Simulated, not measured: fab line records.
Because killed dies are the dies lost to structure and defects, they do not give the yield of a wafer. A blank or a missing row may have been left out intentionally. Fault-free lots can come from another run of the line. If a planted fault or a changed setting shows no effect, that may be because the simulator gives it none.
Which tool was responsible?	flow gf180mcu	39 wafers from 13 lots sampled at 5 of the route's 602 steps

WHAT THE GAUGES READ, wafer by wafer
GF_HV_LDD_TW_MEAS_38.
lot	measured	on	HV_LDD_3_TW
L653	day 11 14:35	filmMetro-02	1455 1451 1443
L654	day 12 01:37	filmMetro-01	1457 1453 1453
L655	day 12 08:51	filmMetro-01	1458 1458 1449
L656	day 12 13:05	filmMetro-01	1470 1456 1456
L657	day 12 22:41	filmMetro-01	1456 1455 1464
L658	day 13 03:07	filmMetro-01	1549 1546 1543 1549 1542 1553
L663	day 15 04:18	filmMetro-02	1547 1555 1539 1547 1544 1536
L668	day 16 16:20	filmMetro-04	1527 1529 1532 1536 1528 1523
L670	day 17 06:22	filmMetro-01	1429 1434 1435
L671	day 17 18:05	filmMetro-01	1444 1434 1437
L673	day 18 04:37	filmMetro-02	1423 1408 1430
L675	day 18 18:29	filmMetro-01	1438 1441 1439
L676	day 19 00:27	filmMetro-01	1441 1439 1444

GF_HV_LDD_RS_MEAS_53: measurement is done with a four-point probe.
lot	measured	on	HV_LDD_RS (ohm/sq)
L653	day 12 10:20	filmMetro-04	417.7 416.3 417.8
L654	day 12 21:05	filmMetro-04	417.5 417.6 416.9
L655	day 13 04:30	filmMetro-01	419.2 418.6 417.6
L656	day 13 08:08	filmMetro-02	417.8 418.5 418.9
L657	day 13 18:29	filmMetro-04	418.2 418.3 418.5
L658	day 13 22:56	filmMetro-04	400.9 400.1 400.7 400.6 400.4 400.5
L663	day 16 02:21	filmMetro-02	399.4 398.3 400.2 398.8 398.7 400.7
L668	day 17 15:30	filmMetro-01	398.4 399.7 399.1 397.9 399.8 400.3
L670	day 18 06:37	filmMetro-04	418.6 417.9 419.2
L671	day 18 18:00	filmMetro-01	417.4 417.5 418.2
L673	day 19 04:40	filmMetro-02	416.9 418.4 418.5
L675	day 19 21:36	filmMetro-04	418.3 417.9 417.7
L676	day 20 01:05	filmMetro-01	418.0 417.5 417.0

GF_M4_CD_MEAS_14: the cd target is 280 nm.
lot	measured	on	cdNm (nm)
L653	day 23 07:56	cdSem-02	279.4 280.1 280.0
L654	day 24 02:43	cdSem-02	280.9 278.9 278.9
L655	day 24 09:09	cdSem-01	280.3 278.8 278.6
L656	day 24 16:39	cdSem-01	278.3 277.6 280.0
L657	day 24 20:13	cdSem-01	280.6 280.4 281.2
L658	day 25 03:25	cdSem-02	278.6 279.5 278.3
L663	day 27 04:11	cdSem-02	278.8 279.9 278.8
L668	day 28 11:31	cdSem-01	280.0 280.6 279.4
L670	day 28 22:16	cdSem-02	280.9 280.7 280.0
L671	day 29 14:23	cdSem-01	279.1 280.0 277.8
L673	day 29 19:35	cdSem-02	280.2 280.3 281.1
L675	day 30 13:08	cdSem-02	280.9 279.0 280.5
L676	day 30 12:38	cdSem-01	279.5 279.9 281.2

GF_V4_THK_MEAS_01.
lot	measured	on	V4_CVD_00_THK (nm)
L653	day 23 08:52	filmMetro-01	597 597 606
L654	day 24 03:37	filmMetro-01	595 599 594
L655	day 24 10:02	filmMetro-01	605 597 595
L656	day 24 17:32	filmMetro-04	599 592 601
L657	day 24 21:10	filmMetro-01	597 593 598
L658	day 25 04:19	filmMetro-01	600 596 603
L663	day 27 05:04	filmMetro-01	596 604 600
L668	day 28 12:24	filmMetro-02	604 597 598
L670	day 28 23:11	filmMetro-04	604 598 594
L671	day 29 15:19	filmMetro-02	598 592 593
L673	day 29 20:28	filmMetro-02	602 600 598
L675	day 30 14:04	filmMetro-01	594 597 602
L676	day 30 13:39	filmMetro-02	588 596 585

TOOL THAT RAN EACH LOT (tool first, then ch and the chambers of the sampled wafers, then the start)
lot	GF_HV_LDD_IMPLANT_34
L653	implanter-03 ch 0, day 11 14:02
L654	implanter-02 ch 0, day 12 01:04
L655	implanter-04 ch 0, day 12 08:19
L656	implanter-03 ch 0, day 12 12:34
L657	implanter-03 ch 0, day 12 22:08
L658	implanter-03 ch 0, day 13 02:08
L663	implanter-03 ch 0, day 15 03:27
L668	implanter-03 ch 0, day 16 15:26
L670	implanter-02 ch 0, day 17 05:49
L671	implanter-04 ch 0, day 17 17:32
L673	implanter-02 ch 0, day 18 04:04
L675	implanter-04 ch 0, day 18 17:56
L676	implanter-02 ch 0, day 18 23:55
- GF_HV_LDD_IMPLANT_34

AS READ BY THE TOOLS THEMSELVES (means over the sampled wafers that have a number; for cases with no such wafer, the mark the record gives instead)
The record holds no such reading with a usual standard deviation.

THE ANSWER, worked out from the rows above alone
Rule: what is usual is taken from the lots themselves. Put in order of their means at a reading, lots are off if they are a third of the lots or fewer, leave a main group of 4 or more, and stand apart from it by a gap of 3 or more times the standard deviation of the main group's means; of several such gaps the widest counts. The tables above print the reading to a certain number of digits; a main group whose means all agree to those digits is not used. A lot without any number at a reading at which 4 lots or more have one is off too. Any other lot the step has rows for is counted as sound. After the gauges, taken in route order, come the tools' own readings; for these a lot's mean is taken, as printed above. At the first step where some lot is off, the reading lying furthest off is the one used; lots without a number count as furthest.
Off: L658, L663, L668, seen at GF_HV_LDD_TW_MEAS_38 (HV_LDD_3_TW). The main group: mean 1445, standard deviation 12.
A tool fits if, at a process step before that reading, it ran every lot that is off, and no sound lot after the first of them. Those tools and the gauges at GF_HV_LDD_TW_MEAS_38 are tried in the same way. One fits: GF_HV_LDD_IMPLANT_34 on implanter-03. A fault onset in the window from L657 (day 12 22:08, its last sound lot) to L658 (day 13 02:08, its first lot off) fits.

WHAT HAD BEEN PUT IN BY THE SIMULATOR
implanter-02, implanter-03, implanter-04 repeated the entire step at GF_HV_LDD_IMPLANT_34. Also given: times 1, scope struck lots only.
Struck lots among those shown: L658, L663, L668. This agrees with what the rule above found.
